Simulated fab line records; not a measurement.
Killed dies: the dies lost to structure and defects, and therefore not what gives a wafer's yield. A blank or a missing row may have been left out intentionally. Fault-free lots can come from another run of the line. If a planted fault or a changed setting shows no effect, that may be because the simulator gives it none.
The tool behind it: which one?    flow gf180mcu    38 wafers from 13 lots sampled at 6 of the route's 602 steps

## WHAT EACH GAUGE READ, for each wafer
GF_STI_THK_MEAS_24.
lot   measured     on             STI_CVD_23_THK (nm)
L973  day 2 04:41  film metro-02  648 649 651
L975  day 2 14:51  film metro-02  659 652 655
L976  day 2 19:20  film metro-02  644 644 648
L979  day 3 14:54  film metro-02  645 643 651
L980  day 3 14:54  film metro-01  652 649 640
L981  day 3 21:18  film metro-04  651 648 652
L984  day 4 12:54  film metro-04  644 642 657
L985  day 4 17:14  film metro-04  649 651 657
L986  day 4 23:57  film metro-02  646 655 650
L987  day 5 03:31  film metro-01  648 734 646
L988  day 5 09:43  film metro-01  648 735
L989  day 5 13:53  film metro-01  655 658 648
L994  day 6 15:52  film metro-04  649 641 738

GF_STI_THK_MEAS_30.
lot   measured     on             STI_OXIDATION_02_THK (nm)
L973  day 2 07:02  film metro-04  9.73 9.55 9.66
L975  day 2 17:12  film metro-02  9.66 9.67 9.81
L976  day 2 21:43  film metro-04  10.01 9.98 9.91
L979  day 3 19:00  film metro-01  9.88 9.85 9.71
L980  day 3 19:00  film metro-04  9.87 9.81 9.73
L981  day 3 23:39  film metro-04  10.02 10.00 9.78
L984  day 4 15:59  film metro-02  9.94 9.92 9.88
L985  day 4 21:08  film metro-02  10.15 9.96 9.98
L986  day 5 02:18  film metro-04  9.95 10.05 10.13
L987  day 5 06:55  film metro-01  10.15 10.12 10.14
L988  day 5 13:04  film metro-02  10.06 10.15
L989  day 5 16:14  film metro-04  10.17 10.16 10.13
L994  day 6 18:31  film metro-04  9.73 9.83 9.82

GF_SAB_CD_MEAS_09: the cd target is 420 nm.
lot   measured      on         cd nm (nm)
L973  day 15 03:38  cd sem-01  420.2 421.1 421.9
L975  day 16 03:05  cd sem-01  417.3 417.5 419.0
L976  day 16 11:58  cd sem-01  418.9 417.8 417.9
L979  day 18 05:23  cd sem-02  417.3 418.2 417.7
L980  day 18 06:02  cd sem-02  418.6 419.3 417.3
L981  day 18 07:11  cd sem-02  420.0 419.9 420.6
L984  day 19 12:39  cd sem-02  421.9 423.1 420.4
L985  day 19 16:28  cd sem-02  417.9 420.6 418.3
L986  day 20 01:23  cd sem-02  416.5 417.6 418.9
L987  day 20 14:05  cd sem-02  421.9 419.2 421.7
L988  day 20 22:20  cd sem-02  418.1 418.5
L989  day 21 04:35  cd sem-01  414.6 415.0 415.0
L994  day 22 20:29  cd sem-02  421.0 420.1 423.1

## WHAT TOOL EACH LOT RAN ON (gives the tool, then ch and the chambers of the sampled wafers, and finally the start)
lot   GF_STI_CVD_23                    GF_STI_CMP_25                 GF_HV_LDD_STRIP_37
L973  hdpcvd-02 ch 1,2, day 2 04:35    cmp-02 ch 0,1,3, day 2 04:49  plasma asher-02 ch 0,1, day 11 14:53
L975  hdpcvd-02 ch 0,1,2, day 2 14:46  cmp-01 ch 1,2,3, day 2 14:56  plasma asher-01 ch 0,1, day 12 10:24
L976  hdpcvd-02 ch 0,1,2, day 2 19:16  cmp-01 ch 0,2, day 2 19:23    plasma asher-02 ch 0,1, day 12 19:16
L979  hdpcvd-02 ch 0,1,2, day 3 14:49  cmp-02 ch 0,2,3, day 3 14:58  plasma asher-03 ch 0,1, day 14 06:43
L980  hdpcvd-01 ch 1,2, day 3 14:49    cmp-01 ch 0,1, day 3 14:59    plasma asher-02 ch 0,1, day 14 07:27
L981  hdpcvd-02 ch 0,1,2, day 3 21:12  cmp-01 ch 0,3, day 3 21:20    plasma asher-01 ch 0,1, day 14 07:47
L984  hdpcvd-02 ch 0,1,2, day 4 12:50  cmp-01 ch 2,3, day 4 12:59    plasma asher-03 ch 0,1, day 15 13:02
L985  hdpcvd-01 ch 0,2, day 4 17:08    cmp-02 ch 0,2,3, day 4 17:20  plasma asher-03 ch 0,1, day 15 15:54
L986  hdpcvd-01 ch 0,1,2, day 4 23:52  cmp-01 ch 0,1,3, day 5 00:01  plasma asher-03 ch 0,1, day 15 22:39
L987  hdpcvd-01 ch 0,2, day 5 03:26    cmp-01 ch 0,1,3, day 5 03:35  plasma asher-03 ch 0,1, day 16 10:27
L988  hdpcvd-01 ch 0,2, day 5 09:38    cmp-01 ch 1,2, day 5 09:56    plasma asher-03 ch 0,1, day 16 18:55
L989  hdpcvd-02 ch 0,1, day 5 13:48    cmp-02 ch 0,1, day 5 13:56    plasma asher-01 ch 0,1, day 17 01:27
L994  hdpcvd-01 ch 0,1,2, day 6 15:47  cmp-02 ch 1,2,3, day 6 15:55  plasma asher-01 ch 0,1, day 18 16:24
- GF_STI_CVD_23: deposits SiO2, target thk 650 nm, time 108.3 s.
- GF_STI_CMP_25: polishes, stops on Si3N4, t overpolish 33 s, target thk 524.6 nm.
- GF_HV_LDD_STRIP_37: strips in O2/N2.

## AS READ BY THE TOOLS THEMSELVES (means over the sampled wafers that have a number; for cases with no such wafer, the mark the record gives instead)
GF_STI_CMP_25.
lot   tool    motor current A (A)  time to endpoint s (s)
L973  cmp-02  11.1                 121
L975  cmp-01  11.6                 124
L976  cmp-01  12.3                 117
L979  cmp-02  11.3                 121
L980  cmp-01  12.3                 123
L981  cmp-01  12.5                 124
L984  cmp-01  11.9                 114
L985  cmp-02  11.3                 128
L986  cmp-01  12.1                 117
L987  cmp-01  11.9                 125
L988  cmp-01  11.4                 127
L989  cmp-02  11.4                 128
L994  cmp-02  11.2                 130

GF_HV_LDD_STRIP_37.
lot   tool             drypump motor current A (A)  heater power w (W)  oes product au (a.u.)  platen temp c (C)  strip time to endpoint s (s)
L973  plasma asher-02  5.3                          394                 0.720                  250.16             12.61
L975  plasma asher-01  5.9                          342                 0.709                  250.08             12.55
L976  plasma asher-02  5.3                          399                 0.722                  250.16             12.63
L979  plasma asher-03  5.8                          339                 0.717                  249.88             12.67
L980  plasma asher-02  5.5                          411                 0.720                  250.03             12.67
L981  plasma asher-01  5.9                          346                 0.715                  249.99             12.65
L984  plasma asher-03  5.8                          358                 0.713                  249.90             12.62
L985  plasma asher-03  5.9                          338                 0.717                  249.98             12.73
L986  plasma asher-03  5.8                          335                 0.714                  250.02             12.64
L987  plasma asher-03  5.8                          357                 0.715                  249.97             12.68
L988  plasma asher-03  5.8                          348                 0.716                  249.99             12.63
L989  plasma asher-01  5.6                          313                 0.716                  250.02             12.58
L994  plasma asher-01  5.9                          342                 0.717                  250.12             12.61

## THE ANSWER, worked out from the rows above alone
Rule: the lots themselves supply what counts as usual. The widest of any qualifying gaps counts: lots, ordered by their means at a reading, are off when they make up no more than a third of the lots, leave a main group of 4 or more, and stand apart from it by 3 or more times the standard deviation of that group's means. The tables above print the reading to a certain number of digits; a main group whose means all agree to those digits is not used. A lot without any number at a reading at which 4 lots or more have one is off too. Where the step has rows for the other lots, those lots are counted as sound. The gauges are gone through in route order, then the tools' own readings, and for those a lot's mean is taken as printed above. The first step at which some lot is off is used, and at that step the reading that is off furthest; a lot without a number counts as furthest.
Off: L987, L988, L994, seen at GF_STI_THK_MEAS_24 (STI_CVD_23_THK). Mean 650 nm and standard deviation 3.1 in the main group.
A tool fits if, at a process step before that reading, it ran every lot that is off, and no sound lot after the first of them. Gauges at GF_STI_THK_MEAS_24: tried the same way as those tools. One candidate fits, namely hdpcvd-01 at GF_STI_CVD_23. A fault onset in the window from L986 (day 4 23:52, its last sound lot) to L987 (day 5 03:26, its first lot off) fits.

## WHAT HAD BEEN PUT IN BY THE SIMULATOR
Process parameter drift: hdpcvd-01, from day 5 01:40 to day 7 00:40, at GF_STI_CVD_23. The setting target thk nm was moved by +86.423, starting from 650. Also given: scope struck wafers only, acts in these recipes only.
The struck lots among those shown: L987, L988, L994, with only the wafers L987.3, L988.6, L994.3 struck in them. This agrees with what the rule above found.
